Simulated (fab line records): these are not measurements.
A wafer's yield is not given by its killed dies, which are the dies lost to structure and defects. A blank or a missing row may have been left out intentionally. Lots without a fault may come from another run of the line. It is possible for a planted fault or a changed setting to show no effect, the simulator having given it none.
Comparing a struck lot with a sound one / flow sky130 / 15 out of 708 route steps
Sound: wafers L722.3, L722.4, L722.6. The struck wafers were L715.3, L715.4, L715.6. At the end, the cause is stated.
For every step that has rows: the tool of each side, followed by ch and its chambers, followed by its first start. Under that, the readings that differ: sound wafers / struck wafers / difference of the means / sigmas: that difference in standard deviations of wafers without a fault.
alike: a reading whose means differ by less than 2 such deviations, as well as words and numbers matching on both sides. not compared: withheld readings; readings where some wafer has no value; bounds like >300 that might hide an equal value; numbers whose values overlap and for which the record gives no deviation.
A row with sigmas, a row that says differs or no value, or rows on one side alone: a step with any of these is where the two part. When numbers do not overlap yet have no deviation, they are printed without sigmas and do not part them. A reading that every wafer of one side lacks parts them only if that side has two wafers or more.

first, 6 steps without rows for these wafers: SKY_GATE_OXIDE_HMDS_04 (prime time 60 s); SKY_GATE_OXIDE_COAT_05 (resist thk 1140 nm); SKY_GATE_OXIDE_SOFTBAKE_06 (time 60 s); SKY_GATE_OXIDE_EXPOSE_07 (exposes mask LVOM, target cd 600 nm); SKY_GATE_OXIDE_PEB_08; SKY_GATE_OXIDE_DEVELOP_09 (develop time 60 s).
SKY_GATE_OXIDE_OVL_MEAS_10:
  sound: overlay-01 at day 20 16:32; struck: overlay-01 at day 18 01:47
  alike: GATE_OXIDE_OVL
then, 2 steps without rows for these wafers: SKY_GATE_OXIDE_IMPLANT_11; SKY_GATE_OXIDE_WET_ETCH_12 (etches SiO2 in dHF, target depth 16.8 nm, time 336 s).
SKY_GATE_OXIDE_STRIP_13: strips in O2/N2.
  sound on plasma-asher-04 ch 0,1, day 20 16:56; struck on plasma-asher-03 ch 0,1, day 18 02:06
  alike: drypump-motor-current-A, oes-product-au, strip-time-to-endpoint-s
  not compared: rf-hours-counter-h
SKY_GATE_OXIDE_TW_MEAS_14:
  sound: film-metro-04 at day 20 17:02; struck: film-metro-02 at day 18 02:11
  alike: GATE_OXIDE_TW
then, 1 step without rows for these wafers: SKY_GATE_OXIDE_CLEAN_15 (cleans in SC1/SC2, time 150 s).
SKY_GATE_OXIDE_OXIDATION_16: stabilise 600 s, purge 300 s, target thk 3.57 nm.
  sound on furnace-01 ch 0, day 20 17:07; struck on furnace-02 ch 0, day 18 03:43
reading=spike-tc-bottom-C (C); sound=823.3 823.2 823.7; struck=813.1 813.0 813.7; difference=-10.1; sigmas=-5
reading=spike-tc-centre-C (C); sound=803.1 801.8 800.0; struck=791.0 792.5 790.8; difference=-10.2; sigmas=-7
reading=spike-tc-lower-C (C); sound=799.2 801.7 802.1; struck=793.7 792.7 794.0; difference=-7.5; sigmas=-6
reading=spike-tc-top-C (C); sound=814.2 812.1 810.6; struck=800.5 800.6 797.6; difference=-12.7; sigmas=-4
reading=spike-tc-upper-C (C); sound=803.6 801.1 804.0; struck=795.6 795.7 794.7; difference=-7.6; sigmas=-5
reading=tube-center-temp-C (C); sound=800.02 799.99 799.96; struck=793.57 793.49 793.51; difference=-6.47; sigmas=-87
reading=tube_center_temp_C_max; sound=802.2 801.6 802.1; struck=795.5 796.0 795.3; difference=-6.4; sigmas=-21
then, 1 step without rows for these wafers: SKY_POLY_GATE_CVD_00 (deposits poly-Si, target thk 180 nm, time 720 s).
-- record jumps: 31 days separate the struck wafers' starts on either side; left off in module POLY_GATE, taken up again in module PAD_OPEN, whose first shown step is the route's number 708 --
SKY_PAD_OPEN_PROBE_99:
  sound: prober-01 at day 50 04:17; struck: prober-02 at day 48 16:59
reading=model.etest.nfet_01v8_lvt.drive-ua-um; sound=557.4 557.4 558.5; struck=600.4 584.1 593.5; difference=+34.9; sigmas=
reading=model.etest.nfet_01v8_swapped.drive-ua-um; sound=490.6 492.5 490.8; struck=519.1 516 519.1; difference=+26.8; sigmas=
reading=model.etest.nfet_01v8.drive-ua-um; sound=486.9 492 493.7; struck=521.5 519.8 519.3; difference=+29.3; sigmas=
reading=model.etest.nfet_01v8_turned.drive-ua-um; sound=487.1 493.8 488.4; struck=526.7 509.1 512.6; difference=+26.4; sigmas=
reading=model.etest.cap-thin-oxide.gate-log10-a-cm2; sound=-7.309 -7.24 -7.355; struck=-6.62 -6.607 -6.791; difference=+0.63; sigmas=
reading=model.etest.cap-thin-oxide.tox-acc-nm (nm); sound=4.403 4.36 4.395; struck=4.212 4.201 4.229; difference=-0.172; sigmas=
reading=model.etest.pfet_01v8.tox-inv-nm (nm); sound=4.447 4.413 4.44; struck=4.265 4.29 4.315; difference=-0.143; sigmas=
reading=model.etest.nfet_01v8.tox-inv-nm (nm); sound=4.419 4.375 4.39; struck=4.229 4.258 4.277; difference=-0.140; sigmas=
  alike: killed_at_M0_to_M3, killed_at_M4_up, killed-at-contacts, killed-at-front-end, killed-at-other, killed-dies, killed-open, killed-short

WHERE THEY PART
SKY_GATE_OXIDE_OXIDATION_16 only, going by this record. Later steps at which nothing parts them and some readings are alike: SKY_PAD_OPEN_PROBE_99.

WHY: the cause the simulator had injected
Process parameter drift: furnace-02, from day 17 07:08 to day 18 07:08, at SKY_GATE_OXIDE_OXIDATION_16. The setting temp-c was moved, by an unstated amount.
